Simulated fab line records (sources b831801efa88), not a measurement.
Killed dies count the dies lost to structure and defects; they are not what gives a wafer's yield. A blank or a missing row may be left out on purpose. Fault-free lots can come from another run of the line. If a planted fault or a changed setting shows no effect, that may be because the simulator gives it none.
fab line records / flow sky130
[record] lots = 5 wafers = 15 lastDay = 49
route steps=708 shown CONTACT@411
lots untouched by any fault: they come from a run of this same line in which no faults occurred
startH: start of the lot's first displayed wafer, in hours after the record's first day / waitH: hours from the lot's prior step to this one / " the same as in the row above / L1.1+2: one row covering several wafers at once / - either no value or no given start / * or withheld: withheld / < > ~ a bound
route shown NAME@n: names a module that has steps shown in the file, with the first one's number in the route / usual: mean and standard deviation over wafers with no fault / same: alike in all rows / chamber/n: place in a boat / sites: readings site by site / _std_site: the standard deviation of these / _edge_site: mean of outer sites minus mean of inner sites / radiusMm: for every site, how far away it sits from the centre of the wafer / mask NAME#n: copy n / behind: tool/chamber where the wafer was last shaped / hold: why the lot was held/for how many hours/how that ended / device: which transistor (n, p or np) failed to switch / end of line: the tests these same wafers got at the end of their route / for a step that has no rows: nothing shown but its recipe / killed: not the wafer's yield, but the dies lost to structure and defects at the first sort / map: the dies of a wafer, with x for killed, . for not killed, _ for no die there
set.NAME: the setting that was run; set.NAME@STEP: the one run at that earlier step / model.NAME: the simulator's own value behind a step, which no gauge read
lots seen at some steps along the route; tables by step, rows by wafer
services: from which hour (startH, from the record's first day; less than 0 if before it) a tool's chamber was out of use, for how many hours, and why
[[steps]]
[step SKY_CONTACT_BOW_MEAS_05]
[recipe] mode = bow
[usual] CONTACT_BOW = 79/7.7
lot.wafer=L074.2 tool=filmMetro-03 chamber=- startH=695.93 waitH=0.1 CONTACT_BOW[um]=78
lot.wafer=L074.3 tool=filmMetro-03 chamber=- startH=695.93 waitH=0.1 CONTACT_BOW[um]=76
lot.wafer=L074.6 tool=filmMetro-03 chamber=- startH=695.93 waitH=0.1 CONTACT_BOW[um]=66
lot.wafer=L077.1 tool=filmMetro-03 chamber=- startH=735.14 waitH=0.2 CONTACT_BOW[um]=85
lot.wafer=L077.2 tool=filmMetro-03 chamber=- startH=735.14 waitH=0.2 CONTACT_BOW[um]=79
lot.wafer=L077.3 tool=filmMetro-03 chamber=- startH=735.14 waitH=0.2 CONTACT_BOW[um]=64
lot.wafer=L079.2 tool=filmMetro-04 chamber=- startH=747.78 waitH=0.1 CONTACT_BOW[um]=87
lot.wafer=L079.4 tool=filmMetro-04 chamber=- startH=747.78 waitH=0.1 CONTACT_BOW[um]=88
lot.wafer=L079.5 tool=filmMetro-04 chamber=- startH=747.78 waitH=0.1 CONTACT_BOW[um]=84
lot.wafer=L083.1 tool=filmMetro-03 chamber=- startH=777.00 waitH=0.2 CONTACT_BOW[um]=84
lot.wafer=L083.4 tool=filmMetro-03 chamber=- startH=777.00 waitH=0.2 CONTACT_BOW[um]=80
lot.wafer=L083.6 tool=filmMetro-03 chamber=- startH=777.00 waitH=0.2 CONTACT_BOW[um]=82
lot.wafer=L089.1 tool=filmMetro-04 chamber=- startH=829.40 waitH=0.2 CONTACT_BOW[um]=81
lot.wafer=L089.5 tool=filmMetro-04 chamber=- startH=829.40 waitH=0.2 CONTACT_BOW[um]=61
lot.wafer=L089.6 tool=filmMetro-04 chamber=- startH=829.40 waitH=0.2 CONTACT_BOW[um]=82
[step SKY_CONTACT_DEHYDRATE_06]
[recipe] tempC = 200 timeS = 60
[usual] heaterPowerTotalW = 160.37/0.14 resistLineTempC = 22.99/0.12
lot.wafer=L074.2 tool=lithoTrack-02 chamber=0 startH=708.49 waitH=12.5 heaterPowerTotalW=160.40 resistLineTempC=22.89
lot.wafer=L074.3 tool=lithoTrack-02 chamber=0 startH=708.49 waitH=12.5 heaterPowerTotalW=160.32 resistLineTempC=22.77
lot.wafer=L074.6 tool=lithoTrack-02 chamber=0 startH=708.49 waitH=12.5 heaterPowerTotalW=160.58 resistLineTempC=22.84
lot.wafer=L077.1 tool=lithoTrack-02 chamber=0 startH=747.32 waitH=12.2 heaterPowerTotalW=160.26 resistLineTempC=22.94
lot.wafer=L077.2 tool=lithoTrack-02 chamber=0 startH=747.32 waitH=12.2 heaterPowerTotalW=160.34 resistLineTempC=22.82
lot.wafer=L077.3 tool=lithoTrack-02 chamber=0 startH=747.32 waitH=12.2 heaterPowerTotalW=160.62 resistLineTempC=22.98
lot.wafer=L079.2 tool=lithoTrack-02 chamber=0 startH=761.54 waitH=13.7 heaterPowerTotalW=160.33 resistLineTempC=22.96
lot.wafer=L079.4 tool=lithoTrack-02 chamber=0 startH=761.54 waitH=13.7 heaterPowerTotalW=160.49 resistLineTempC=22.96
lot.wafer=L079.5 tool=lithoTrack-02 chamber=0 startH=761.54 waitH=13.7 heaterPowerTotalW=160.39 resistLineTempC=22.96
lot.wafer=L083.1 tool=lithoTrack-02 chamber=0 startH=789.82 waitH=12.8 heaterPowerTotalW=160.41 resistLineTempC=22.87
lot.wafer=L083.4 tool=lithoTrack-02 chamber=0 startH=789.82 waitH=12.8 heaterPowerTotalW=160.55 resistLineTempC=22.90
lot.wafer=L083.6 tool=lithoTrack-02 chamber=0 startH=789.82 waitH=12.8 heaterPowerTotalW=160.57 resistLineTempC=22.84
lot.wafer=L089.1 tool=lithoTrack-01 chamber=0 startH=842.57 waitH=13.2 heaterPowerTotalW=160.63 resistLineTempC=22.99
lot.wafer=L089.5 tool=lithoTrack-01 chamber=0 startH=842.57 waitH=13.2 heaterPowerTotalW=160.49 resistLineTempC=23.04
lot.wafer=L089.6 tool=lithoTrack-01 chamber=0 startH=842.57 waitH=13.2 heaterPowerTotalW=160.37 resistLineTempC=23.00
[step SKY_CONTACT_HMDS_07]
[recipe] primeTimeS = 60 primeTempC = 120
[usual] resistLineTempC = 22.98/0.1
lot.wafer=L074.2 tool=lithoTrack-02 chamber=0 startH=708.64 waitH=0.1 resistLineTempC=23.00
lot.wafer=L074.3 tool=lithoTrack-02 chamber=0 startH=708.64 waitH=0.1 resistLineTempC=22.97
lot.wafer=L074.6 tool=lithoTrack-02 chamber=0 startH=708.64 waitH=0.1 resistLineTempC=23.14
lot.wafer=L077.1 tool=lithoTrack-02 chamber=0 startH=747.47 waitH=0.1 resistLineTempC=22.93
lot.wafer=L077.2 tool=lithoTrack-02 chamber=0 startH=747.47 waitH=0.1 resistLineTempC=22.97
lot.wafer=L077.3 tool=lithoTrack-02 chamber=0 startH=747.47 waitH=0.1 resistLineTempC=22.98
lot.wafer=L079.2 tool=lithoTrack-02 chamber=0 startH=761.69 waitH=0.1 resistLineTempC=22.94
lot.wafer=L079.4 tool=lithoTrack-02 chamber=0 startH=761.69 waitH=0.1 resistLineTempC=22.87
lot.wafer=L079.5 tool=lithoTrack-02 chamber=0 startH=761.69 waitH=0.1 resistLineTempC=22.92
lot.wafer=L083.1 tool=lithoTrack-02 chamber=0 startH=789.97 waitH=0.1 resistLineTempC=22.90
lot.wafer=L083.4 tool=lithoTrack-02 chamber=0 startH=789.97 waitH=0.1 resistLineTempC=22.78
lot.wafer=L083.6 tool=lithoTrack-02 chamber=0 startH=789.97 waitH=0.1 resistLineTempC=22.96
lot.wafer=L089.1 tool=lithoTrack-01 chamber=0 startH=842.72 waitH=0.1 resistLineTempC=22.94
lot.wafer=L089.5 tool=lithoTrack-01 chamber=0 startH=842.72 waitH=0.1 resistLineTempC=22.98
lot.wafer=L089.6 tool=lithoTrack-01 chamber=0 startH=842.72 waitH=0.1 resistLineTempC=22.86
[step SKY_CONTACT_COAT_08]
[recipe] resist = BARC tempC = withheld timeS = withheld spinRpm = 3000 resistThkNm = 60
[usual] resistLineTempC = *
lot.wafer=L074.2 tool=lithoTrack-02 chamber=0 startH=708.79 waitH=0.1 resistLineTempC=*
lot.wafer=L074.3 tool=lithoTrack-02 chamber=0 startH=708.79 waitH=0.1 resistLineTempC=*
lot.wafer=L074.6 tool=lithoTrack-02 chamber=0 startH=708.79 waitH=0.1 resistLineTempC=*
lot.wafer=L077.1 tool=lithoTrack-02 chamber=0 startH=747.62 waitH=0.1 resistLineTempC=*
lot.wafer=L077.2 tool=lithoTrack-02 chamber=0 startH=747.62 waitH=0.1 resistLineTempC=*
lot.wafer=L077.3 tool=lithoTrack-02 chamber=0 startH=747.62 waitH=0.1 resistLineTempC=*
lot.wafer=L079.2 tool=lithoTrack-02 chamber=0 startH=761.84 waitH=0.1 resistLineTempC=*
lot.wafer=L079.4 tool=lithoTrack-02 chamber=0 startH=761.84 waitH=0.1 resistLineTempC=*
lot.wafer=L079.5 tool=lithoTrack-02 chamber=0 startH=761.84 waitH=0.1 resistLineTempC=*
lot.wafer=L083.1 tool=lithoTrack-02 chamber=0 startH=790.12 waitH=0.1 resistLineTempC=*
lot.wafer=L083.4 tool=lithoTrack-02 chamber=0 startH=790.12 waitH=0.1 resistLineTempC=*
lot.wafer=L083.6 tool=lithoTrack-02 chamber=0 startH=790.12 waitH=0.1 resistLineTempC=*
lot.wafer=L089.1 tool=lithoTrack-01 chamber=0 startH=842.87 waitH=0.1 resistLineTempC=*
lot.wafer=L089.5 tool=lithoTrack-01 chamber=0 startH=842.87 waitH=0.1 resistLineTempC=*
lot.wafer=L089.6 tool=lithoTrack-01 chamber=0 startH=842.87 waitH=0.1 resistLineTempC=*
[step SKY_CONTACT_COAT_09]
[recipe] resist = KrF-thick spinRpm = 3000 resistThkNm = 450
[usual] resistLineTempC = 22.98/0.1
lot.wafer=L074.2 tool=lithoTrack-02 chamber=0 startH=- waitH=- resistLineTempC=23.12
lot.wafer=L074.3 tool=lithoTrack-02 chamber=0 startH=- waitH=- resistLineTempC=22.97
lot.wafer=L074.6 tool=lithoTrack-02 chamber=0 startH=- waitH=- resistLineTempC=23.09
lot.wafer=L077.1 tool=lithoTrack-02 chamber=0 startH=- waitH=- resistLineTempC=22.99
lot.wafer=L077.2 tool=lithoTrack-02 chamber=0 startH=- waitH=- resistLineTempC=23.02
lot.wafer=L077.3 tool=lithoTrack-02 chamber=0 startH=- waitH=- resistLineTempC=23.03
lot.wafer=L079.2 tool=lithoTrack-02 chamber=0 startH=- waitH=- resistLineTempC=23.04
lot.wafer=L079.4 tool=lithoTrack-02 chamber=0 startH=- waitH=- resistLineTempC=22.99
lot.wafer=L079.5 tool=lithoTrack-02 chamber=0 startH=- waitH=- resistLineTempC=22.93
lot.wafer=L083.1 tool=lithoTrack-02 chamber=0 startH=- waitH=- resistLineTempC=22.87
lot.wafer=L083.4 tool=lithoTrack-02 chamber=0 startH=- waitH=- resistLineTempC=22.93
lot.wafer=L083.6 tool=lithoTrack-02 chamber=0 startH=- waitH=- resistLineTempC=23.01
lot.wafer=L089.1 tool=lithoTrack-01 chamber=0 startH=- waitH=- resistLineTempC=22.99
lot.wafer=L089.5 tool=lithoTrack-01 chamber=0 startH=- waitH=- resistLineTempC=22.95
lot.wafer=L089.6 tool=lithoTrack-01 chamber=0 startH=- waitH=- resistLineTempC=22.96
[step SKY_CONTACT_SOFTBAKE_10]
[recipe] tempC = 100 timeS = 90 resist = KrF-thick
[usual] heaterPowerTotalW = 57.37/0.11 resistLineTempC = 23.01/0.1
lot.wafer=L074.2 tool=lithoTrack-02 chamber=0 startH=- waitH=- heaterPowerTotalW=57.26 resistLineTempC=22.87
lot.wafer=L074.3 tool=lithoTrack-02 chamber=0 startH=- waitH=- heaterPowerTotalW=57.48 resistLineTempC=22.92
lot.wafer=L074.6 tool=lithoTrack-02 chamber=0 startH=- waitH=- heaterPowerTotalW=57.56 resistLineTempC=22.90
lot.wafer=L077.1 tool=lithoTrack-02 chamber=0 startH=- waitH=- heaterPowerTotalW=57.29 resistLineTempC=22.97
lot.wafer=L077.2 tool=lithoTrack-02 chamber=0 startH=- waitH=- heaterPowerTotalW=57.56 resistLineTempC=22.85
lot.wafer=L077.3 tool=lithoTrack-02 chamber=0 startH=- waitH=- heaterPowerTotalW=57.44 resistLineTempC=22.81
lot.wafer=L079.2 tool=lithoTrack-02 chamber=0 startH=- waitH=- heaterPowerTotalW=57.45 resistLineTempC=23.10
lot.wafer=L079.4 tool=lithoTrack-02 chamber=0 startH=- waitH=- heaterPowerTotalW=57.31 resistLineTempC=23.04
lot.wafer=L079.5 tool=lithoTrack-02 chamber=0 startH=- waitH=- heaterPowerTotalW=57.40 resistLineTempC=23.07
lot.wafer=L083.1 tool=lithoTrack-02 chamber=0 startH=- waitH=- heaterPowerTotalW=57.59 resistLineTempC=23.10
lot.wafer=L083.4 tool=lithoTrack-02 chamber=0 startH=- waitH=- heaterPowerTotalW=57.23 resistLineTempC=22.94
lot.wafer=L083.6 tool=lithoTrack-02 chamber=0 startH=- waitH=- heaterPowerTotalW=57.39 resistLineTempC=23.04
lot.wafer=L089.1 tool=lithoTrack-01 chamber=0 startH=- waitH=- heaterPowerTotalW=57.27 resistLineTempC=22.85
lot.wafer=L089.5 tool=lithoTrack-01 chamber=0 startH=- waitH=- heaterPowerTotalW=57.19 resistLineTempC=22.93
lot.wafer=L089.6 tool=lithoTrack-01 chamber=0 startH=- waitH=- heaterPowerTotalW=57.42 resistLineTempC=23.12
[step SKY_CONTACT_EXPOSE_11]
[recipe] maskId = CTM1 na = 0.8 sourceShape = annular sigmaInner = 0.55 sigmaOuter = 0.85 targetCdNm = 170 doseMj = 38
[usual] reticleTempC = 22.98/0.1
[same] na = 0.8 sigmaInner = 0.55
lot.wafer=L074.2 tool=krfScanner-01 chamber=0 startH=- waitH=- mask=CTM1#0 reticleTempC=23.06
lot.wafer=L074.3 tool=krfScanner-01 chamber=0 startH=- waitH=- mask=CTM1#0 reticleTempC=23.03
lot.wafer=L074.6 tool=krfScanner-01 chamber=0 startH=- waitH=- mask=CTM1#0 reticleTempC=23.21
lot.wafer=L077.1 tool=krfScanner-02 chamber=0 startH=- waitH=- mask=CTM1#0 reticleTempC=23.06
lot.wafer=L077.2 tool=krfScanner-02 chamber=0 startH=- waitH=- mask=CTM1#0 reticleTempC=23.01
lot.wafer=L077.3 tool=krfScanner-02 chamber=0 startH=- waitH=- mask=CTM1#0 reticleTempC=23.05
lot.wafer=L079.2 tool=krfScanner-01 chamber=0 startH=- waitH=- mask=CTM1#0 reticleTempC=23.16
lot.wafer=L079.4 tool=krfScanner-01 chamber=0 startH=- waitH=- mask=CTM1#0 reticleTempC=23.15
lot.wafer=L079.5 tool=krfScanner-01 chamber=0 startH=- waitH=- mask=CTM1#0 reticleTempC=22.97
lot.wafer=L083.1 tool=krfScanner-01 chamber=0 startH=- waitH=- mask=CTM1#0 reticleTempC=22.99
lot.wafer=L083.4 tool=krfScanner-01 chamber=0 startH=- waitH=- mask=CTM1#0 reticleTempC=22.98
lot.wafer=L083.6 tool=krfScanner-01 chamber=0 startH=- waitH=- mask=CTM1#0 reticleTempC=23.06
lot.wafer=L089.1 tool=krfScanner-01 chamber=0 startH=- waitH=- mask=CTM1#0 reticleTempC=22.96
lot.wafer=L089.5 tool=krfScanner-01 chamber=0 startH=- waitH=- mask=CTM1#0 reticleTempC=22.99
lot.wafer=L089.6 tool=krfScanner-01 chamber=0 startH=- waitH=- mask=CTM1#0 reticleTempC=23.05
[step SKY_CONTACT_PEB_12]
[recipe] pebTempC = withheld pebTimeS = withheld resist = KrF-thick
[usual] resistLineTempC = *
lot.wafer=L074.2 tool=lithoTrack-03 chamber=0 startH=- waitH=- resistLineTempC=*
lot.wafer=L074.3 tool=lithoTrack-03 chamber=0 startH=- waitH=- resistLineTempC=*
lot.wafer=L074.6 tool=lithoTrack-03 chamber=0 startH=- waitH=- resistLineTempC=*
lot.wafer=L077.1 tool=lithoTrack-03 chamber=0 startH=- waitH=- resistLineTempC=*
lot.wafer=L077.2 tool=lithoTrack-03 chamber=0 startH=- waitH=- resistLineTempC=*
lot.wafer=L077.3 tool=lithoTrack-03 chamber=0 startH=- waitH=- resistLineTempC=*
lot.wafer=L079.2 tool=lithoTrack-02 chamber=0 startH=- waitH=- resistLineTempC=*
lot.wafer=L079.4 tool=lithoTrack-02 chamber=0 startH=- waitH=- resistLineTempC=*
lot.wafer=L079.5 tool=lithoTrack-02 chamber=0 startH=- waitH=- resistLineTempC=*
lot.wafer=L083.1 tool=lithoTrack-03 chamber=0 startH=- waitH=- resistLineTempC=*
lot.wafer=L083.4 tool=lithoTrack-03 chamber=0 startH=- waitH=- resistLineTempC=*
lot.wafer=L083.6 tool=lithoTrack-03 chamber=0 startH=- waitH=- resistLineTempC=*
lot.wafer=L089.1 tool=lithoTrack-03 chamber=0 startH=- waitH=- resistLineTempC=*
lot.wafer=L089.5 tool=lithoTrack-03 chamber=0 startH=- waitH=- resistLineTempC=*
lot.wafer=L089.6 tool=lithoTrack-03 chamber=0 startH=- waitH=- resistLineTempC=*
[step SKY_CONTACT_DEVELOP_13]
[recipe] developTimeS = 60 resist = KrF-thick devTempC = 21
[usual] resistLineTempC = 23.02/0.13
lot.wafer=L074.2 tool=lithoTrack-03 chamber=0 startH=- waitH=- resistLineTempC=23.04
lot.wafer=L074.3 tool=lithoTrack-03 chamber=0 startH=- waitH=- resistLineTempC=22.93
lot.wafer=L074.6 tool=lithoTrack-03 chamber=0 startH=- waitH=- resistLineTempC=22.91
lot.wafer=L077.1 tool=lithoTrack-03 chamber=0 startH=- waitH=- resistLineTempC=23.04
lot.wafer=L077.2 tool=lithoTrack-03 chamber=0 startH=- waitH=- resistLineTempC=23.06
lot.wafer=L077.3 tool=lithoTrack-03 chamber=0 startH=- waitH=- resistLineTempC=23.06
lot.wafer=L079.2 tool=lithoTrack-02 chamber=0 startH=- waitH=- resistLineTempC=23.03
lot.wafer=L079.4 tool=lithoTrack-02 chamber=0 startH=- waitH=- resistLineTempC=22.98
lot.wafer=L079.5 tool=lithoTrack-02 chamber=0 startH=- waitH=- resistLineTempC=23.02
lot.wafer=L083.1 tool=lithoTrack-03 chamber=0 startH=- waitH=- resistLineTempC=23.04
lot.wafer=L083.4 tool=lithoTrack-03 chamber=0 startH=- waitH=- resistLineTempC=22.77
lot.wafer=L083.6 tool=lithoTrack-03 chamber=0 startH=- waitH=- resistLineTempC=22.91
lot.wafer=L089.1 tool=lithoTrack-03 chamber=0 startH=- waitH=- resistLineTempC=22.95
lot.wafer=L089.5 tool=lithoTrack-03 chamber=0 startH=- waitH=- resistLineTempC=22.93
lot.wafer=L089.6 tool=lithoTrack-03 chamber=0 startH=- waitH=- resistLineTempC=23.13
[step SKY_CONTACT_CD_MEAS_14]
[recipe] targetCdNm = 170
[usual] cdNm = 169.6/1.6
lot.wafer=L074.2 tool=cdSem-02 chamber=- startH=723.25 waitH=- cdNm=171.4
lot.wafer=L074.3 tool=cdSem-02 chamber=- startH=723.25 waitH=- cdNm=172.9
lot.wafer=L074.6 tool=cdSem-02 chamber=- startH=723.25 waitH=- cdNm=171.1
lot.wafer=L077.1 tool=cdSem-02 chamber=- startH=762.53 waitH=- cdNm=166.7
lot.wafer=L077.2 tool=cdSem-02 chamber=- startH=762.53 waitH=- cdNm=167.3
lot.wafer=L077.3 tool=cdSem-02 chamber=- startH=762.53 waitH=- cdNm=167.2
lot.wafer=L079.2 tool=cdSem-02 chamber=- startH=775.29 waitH=- cdNm=170.3
lot.wafer=L079.4 tool=cdSem-02 chamber=- startH=775.29 waitH=- cdNm=171.1
lot.wafer=L079.5 tool=cdSem-02 chamber=- startH=775.29 waitH=- cdNm=170.4
lot.wafer=L083.1 tool=cdSem-01 chamber=- startH=803.03 waitH=- cdNm=169.5
lot.wafer=L083.4 tool=cdSem-01 chamber=- startH=803.03 waitH=- cdNm=168.9
lot.wafer=L083.6 tool=cdSem-01 chamber=- startH=803.03 waitH=- cdNm=171.0
lot.wafer=L089.1 tool=cdSem-02 chamber=- startH=856.03 waitH=- cdNm=168.4
lot.wafer=L089.5 tool=cdSem-02 chamber=- startH=856.03 waitH=- cdNm=168.0
lot.wafer=L089.6 tool=cdSem-02 chamber=- startH=856.03 waitH=- cdNm=169.1
[step SKY_CONTACT_OVL_MEAS_15]
[usual] CONTACT_OVL = 2/5.5
lot.wafer=L074.2 tool=overlay-02 chamber=- startH=723.36 waitH=0.1 CONTACT_OVL[nm]=1
lot.wafer=L074.3 tool=overlay-02 chamber=- startH=723.36 waitH=0.1 CONTACT_OVL[nm]=1
lot.wafer=L074.6 tool=overlay-02 chamber=- startH=723.36 waitH=0.1 CONTACT_OVL[nm]=-2
lot.wafer=L077.1 tool=overlay-01 chamber=- startH=762.65 waitH=0.1 CONTACT_OVL[nm]=1
lot.wafer=L077.2 tool=overlay-01 chamber=- startH=762.65 waitH=0.1 CONTACT_OVL[nm]=8
lot.wafer=L077.3 tool=overlay-01 chamber=- startH=762.65 waitH=0.1 CONTACT_OVL[nm]=-3
lot.wafer=L079.2 tool=overlay-01 chamber=- startH=775.39 waitH=0.1 CONTACT_OVL[nm]=6
lot.wafer=L079.4 tool=overlay-01 chamber=- startH=775.39 waitH=0.1 CONTACT_OVL[nm]=-1
lot.wafer=L079.5 tool=overlay-01 chamber=- startH=775.39 waitH=0.1 CONTACT_OVL[nm]=7
lot.wafer=L083.1 tool=overlay-01 chamber=- startH=803.15 waitH=0.1 CONTACT_OVL[nm]=-3
lot.wafer=L083.4 tool=overlay-01 chamber=- startH=803.15 waitH=0.1 CONTACT_OVL[nm]=-1
lot.wafer=L083.6 tool=overlay-01 chamber=- startH=803.15 waitH=0.1 CONTACT_OVL[nm]=0
lot.wafer=L089.1 tool=overlay-01 chamber=- startH=856.15 waitH=0.1 CONTACT_OVL[nm]=-5
lot.wafer=L089.5 tool=overlay-01 chamber=- startH=856.15 waitH=0.1 CONTACT_OVL[nm]=-1
lot.wafer=L089.6 tool=overlay-01 chamber=- startH=856.15 waitH=0.1 CONTACT_OVL[nm]=2
[step SKY_CONTACT_ETCH_16]
[recipe] chemistry = N2/H2 target = BARC ionEnergyEv = 200 sourceW = 500 biasW = 100 pressureMtorr = 30 n2FlowSccm = 100 h2FlowSccm = 200 stopOn = SiO2 timeS = 45.9 targetDepthA = 600
[usual] drypumpMotorCurrentA = 5.8/0.51 oesProductAu = 0.855/0.0048 throttleValvePct = 13.226/0.0091
lot.wafer=L074.2 tool=rieDiel-03 chamber=3 startH=723.39 waitH=0.0 drypumpMotorCurrentA=5.4 oesProductAu=0.862 rfHoursCounterH=2 throttleValvePct=13.208
lot.wafer=L074.3 tool=rieDiel-03 chamber=1 startH=723.39 waitH=0.0 drypumpMotorCurrentA=4.7 oesProductAu=0.856 rfHoursCounterH=48 throttleValvePct=13.228
lot.wafer=L074.6 tool=rieDiel-03 chamber=3 startH=723.39 waitH=0.0 drypumpMotorCurrentA=5.4 oesProductAu=0.858 rfHoursCounterH=- throttleValvePct=13.238
lot.wafer=L077.1 tool=rieDiel-04 chamber=0 startH=762.69 waitH=0.0 drypumpMotorCurrentA=6.2 oesProductAu=0.850 rfHoursCounterH=4 throttleValvePct=13.229
lot.wafer=L077.2 tool=rieDiel-04 chamber=3 startH=762.69 waitH=0.0 drypumpMotorCurrentA=5.7 oesProductAu=0.867 rfHoursCounterH=10 throttleValvePct=13.220
lot.wafer=L077.3 tool=rieDiel-04 chamber=1 startH=762.69 waitH=0.0 drypumpMotorCurrentA=5.5 oesProductAu=0.851 rfHoursCounterH=14 throttleValvePct=13.205
lot.wafer=L079.2 tool=rieDiel-02 chamber=2 startH=775.42 waitH=0.0 drypumpMotorCurrentA=5.7 oesProductAu=0.853 rfHoursCounterH=10 throttleValvePct=13.226
lot.wafer=L079.4 tool=rieDiel-02 chamber=1 startH=775.42 waitH=0.0 drypumpMotorCurrentA=6.0 oesProductAu=0.855 rfHoursCounterH=2 throttleValvePct=13.225
lot.wafer=L079.5 tool=rieDiel-02 chamber=0 startH=775.42 waitH=0.0 drypumpMotorCurrentA=6.1 oesProductAu=0.855 rfHoursCounterH=- throttleValvePct=13.231
lot.wafer=L083.1 tool=rieDiel-04 chamber=0 startH=803.19 waitH=0.0 drypumpMotorCurrentA=6.2 oesProductAu=0.855 rfHoursCounterH=6 throttleValvePct=13.213
lot.wafer=L083.4 tool=rieDiel-04 chamber=2 startH=803.19 waitH=0.0 drypumpMotorCurrentA=5.1 oesProductAu=0.850 rfHoursCounterH=4 throttleValvePct=13.234
lot.wafer=L083.6 tool=rieDiel-04 chamber=3 startH=803.19 waitH=0.0 drypumpMotorCurrentA=5.7 oesProductAu=0.852 rfHoursCounterH=- throttleValvePct=13.220
lot.wafer=L089.1 tool=rieDiel-04 chamber=3 startH=856.19 waitH=0.0 drypumpMotorCurrentA=5.7 oesProductAu=0.858 rfHoursCounterH=13 throttleValvePct=13.213
lot.wafer=L089.5 tool=rieDiel-04 chamber=3 startH=856.19 waitH=0.0 drypumpMotorCurrentA=5.7 oesProductAu=0.857 rfHoursCounterH=- throttleValvePct=13.222
lot.wafer=L089.6 tool=rieDiel-04 chamber=0 startH=856.19 waitH=0.0 drypumpMotorCurrentA=6.2 oesProductAu=0.867 rfHoursCounterH=- throttleValvePct=13.228
[step SKY_CONTACT_ETCH_17]
[recipe] target = SiO2 chemistry = C4F8/O2/Ar stopOn = Si3N4 maskMaterial = KrF-thick sourceW = 1500 biasW = 1200 pressureMtorr = 40 c4f8FlowSccm = withheld O2_flow_sccm = 6 Ar_flow_sccm = 300 timeS = withheld targetDepthA = 3400
[usual] oesProductAu = 0.892/0.0054
lot.wafer=L074.2 tool=rieDiel-03 chamber=3 startH=723.43 waitH=0.0 oesProductAu=0.891
lot.wafer=L074.3 tool=rieDiel-03 chamber=1 startH=723.43 waitH=0.0 oesProductAu=0.894
lot.wafer=L074.6 tool=rieDiel-03 chamber=3 startH=723.43 waitH=0.0 oesProductAu=0.900
lot.wafer=L077.1 tool=rieDiel-04 chamber=0 startH=762.73 waitH=0.0 oesProductAu=0.890
lot.wafer=L077.2 tool=rieDiel-04 chamber=3 startH=762.73 waitH=0.0 oesProductAu=0.887
lot.wafer=L077.3 tool=rieDiel-04 chamber=1 startH=762.73 waitH=0.0 oesProductAu=0.889
lot.wafer=L079.2 tool=rieDiel-02 chamber=2 startH=775.47 waitH=0.0 oesProductAu=0.885
lot.wafer=L079.4 tool=rieDiel-02 chamber=1 startH=775.47 waitH=0.0 oesProductAu=0.894
lot.wafer=L079.5 tool=rieDiel-02 chamber=0 startH=775.47 waitH=0.0 oesProductAu=0.895
lot.wafer=L083.1 tool=rieDiel-04 chamber=0 startH=803.23 waitH=0.0 oesProductAu=0.897
lot.wafer=L083.4 tool=rieDiel-04 chamber=2 startH=803.23 waitH=0.0 oesProductAu=0.892
lot.wafer=L083.6 tool=rieDiel-04 chamber=3 startH=803.23 waitH=0.0 oesProductAu=0.886
lot.wafer=L089.1 tool=rieDiel-04 chamber=3 startH=856.23 waitH=0.0 oesProductAu=0.881
lot.wafer=L089.5 tool=rieDiel-04 chamber=3 startH=856.23 waitH=0.0 oesProductAu=0.889
lot.wafer=L089.6 tool=rieDiel-04 chamber=0 startH=856.23 waitH=0.0 oesProductAu=0.890
[[services]]
tool=rieDiel-02 chamber=1 startH=695.86 hours=- kind=clean
tool=rieDiel-02 chamber=1 startH=695.86 hours=14.5 kind=scheduledDown
tool=rieDiel-02 chamber=1 startH=695.86 hours=14.5 kind=ventCycle
tool=rieDiel-04 chamber=2 startH=698.15 hours=28.5 kind=repair
tool=rieDiel-04 chamber=3 startH=708.87 hours=3.9 kind=repair
tool=krfScanner-02 chamber=- startH=709.61 hours=0.8 kind=pm
tool=krfScanner-01 chamber=0 startH=721.85 hours=- kind=calibration
tool=rieDiel-03 chamber=1 startH=729.60 hours=- kind=clean
tool=rieDiel-03 chamber=1 startH=729.60 hours=19.2 kind=scheduledDown
tool=rieDiel-03 chamber=- startH=731.83 hours=0.1 kind=repair
tool=rieDiel-04 chamber=1 startH=739.51 hours=1.7 kind=repair
tool=krfScanner-02 chamber=- startH=751.60 hours=0.3 kind=repair
tool=rieDiel-04 chamber=1 startH=752.53 hours=7.6 kind=repair
tool=krfScanner-02 chamber=- startH=754.31 hours=0.6 kind=repair
tool=krfScanner-01 chamber=- startH=762.63 hours=9.6 kind=repair
tool=krfScanner-01 chamber=- startH=772.21 hours=1.3 kind=pm
tool=krfScanner-01 chamber=- startH=782.90 hours=1.0 kind=pm
tool=krfScanner-02 chamber=- startH=791.88 hours=1.0 kind=repair
tool=rieDiel-02 chamber=3 startH=804.66 hours=1.8 kind=repair
tool=krfScanner-01 chamber=- startH=807.06 hours=0.8 kind=pm
tool=rieDiel-02 chamber=3 startH=811.23 hours=15.4 kind=repair
tool=krfScanner-02 chamber=- startH=821.43 hours=1.0 kind=pm
tool=rieDiel-03 chamber=1 startH=843.60 hours=13.1 kind=repair
tool=rieDiel-04 chamber=3 startH=849.32 hours=2.4 kind=repair
[[key]]
fault none
